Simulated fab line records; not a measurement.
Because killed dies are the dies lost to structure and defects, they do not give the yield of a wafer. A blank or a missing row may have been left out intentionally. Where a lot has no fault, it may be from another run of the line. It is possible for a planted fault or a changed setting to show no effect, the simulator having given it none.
Which of the tools did it? || flow gf180mcu || 18 wafers sampled from 6 lots at 1 step of a route of 602

## WHAT THE GAUGES READ, wafer by wafer
GF_VT_IMPLANT_TW_MEAS_10.
{"lot": "L638", "measured": "day 6 02:05", "on": "film_metro-01", "VT_IMPLANT_TW": "565 566 564"}
{"lot": "L641", "measured": "day 6 21:43", "on": "film_metro-01", "VT_IMPLANT_TW": "565 566 565"}
{"lot": "L649", "measured": "day 9 01:28", "on": "film_metro-02", "VT_IMPLANT_TW": "564 561 562"}
{"lot": "L652", "measured": "day 10 01:38", "on": "film_metro-02", "VT_IMPLANT_TW": "570 567 568"}
{"lot": "L655", "measured": "day 10 10:45", "on": "film_metro-03", "VT_IMPLANT_TW": "554 555 557"}
{"lot": "L657", "measured": "day 11 01:06", "on": "film_metro-02", "VT_IMPLANT_TW": "568 567 572"}

## EACH LOT AND THE TOOL THAT RAN IT (in order: tool; ch and the chambers of the sampled wafers; start)
Record: no process step prior to these readings.

## THE ANSWER, worked out from the rows above alone
Rule: what is usual is taken from the lots themselves. The widest of any qualifying gaps counts: lots, ordered by their means at a reading, are off when they make up no more than a third of the lots, leave a main group of 4 or more, and stand apart from it by 3 or more times the standard deviation of that group's means. A main group whose means are all the same, to the digits that the tables above print for the reading, isn't used. Also off: a lot with no number at a reading for which 4 or more lots have one. All remaining lots with rows at the step are treated as sound.
Across all readings shown, no lot is off: no conclusion can be drawn from this.

## WHAT THE SIMULATOR PUT IN
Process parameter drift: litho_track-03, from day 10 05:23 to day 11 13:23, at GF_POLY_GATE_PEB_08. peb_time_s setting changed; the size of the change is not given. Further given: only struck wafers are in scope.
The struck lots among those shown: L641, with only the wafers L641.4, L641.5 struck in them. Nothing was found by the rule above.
